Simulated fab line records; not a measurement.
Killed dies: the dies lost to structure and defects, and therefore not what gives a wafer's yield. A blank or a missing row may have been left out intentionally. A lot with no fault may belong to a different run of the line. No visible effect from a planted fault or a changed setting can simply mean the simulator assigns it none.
What tool caused it?	flow sky130	12 lots, 36 wafers sampled, at 1 step of a route of 708

## WHAT THE GAUGES READ, wafer by wafer
SKY_METAL2_CD_MEAS_15: target cd 140 nm.
lot	measured	on	cd_nm (nm)
L075	day 36 16:31	cd_sem-02	139.8 140.6 140.3
L077	day 37 14:47	cd_sem-02	142.4 141.2 142.4
L079	day 37 21:25	cd_sem-02	138.3 138.8 138.1
L081	day 38 22:12	cd_sem-01	138.4 140.2 138.5
L083	day 39 02:17	cd_sem-01	136.8 137.7 135.8
L085	day 40 00:38	cd_sem-02	139.3 140.1 141.3
L087	day 40 09:26	cd_sem-01	139.9 139.7 138.9
L089	day 40 23:58	cd_sem-01	141.6 140.7 142.4
L091	day 41 10:31	cd_sem-02	140.6 140.0 139.9
L093	day 42 01:20	cd_sem-02	141.3 139.5 140.9
L095	day 42 16:43	cd_sem-01	139.7 138.9 140.0
L097	day 43 04:04	cd_sem-01	140.8 140.9 139.9

## EACH LOT AND THE TOOL THAT RAN IT (in order: tool; ch and the chambers of the sampled wafers; start)
There is no process step in the record ahead of these readings.

## THE ANSWER, worked out from the rows above alone
Rule: what is usual is taken from the lots themselves. Put in order of their means at a reading, lots are off if they are a third of the lots or fewer, leave a main group of 4 or more, and stand apart from it by a gap of 3 or more times the standard deviation of the main group's means; of several such gaps the widest counts. A main group is skipped when, at the precision printed for the reading in the tables above, its means are all equal. A lot without any number at a reading at which 4 lots or more have one is off too. The other lots that the step has rows for count as sound.
Nothing can be told from this: no lot is off at any reading shown.

## WHAT WAS PUT IN BY THE SIMULATOR
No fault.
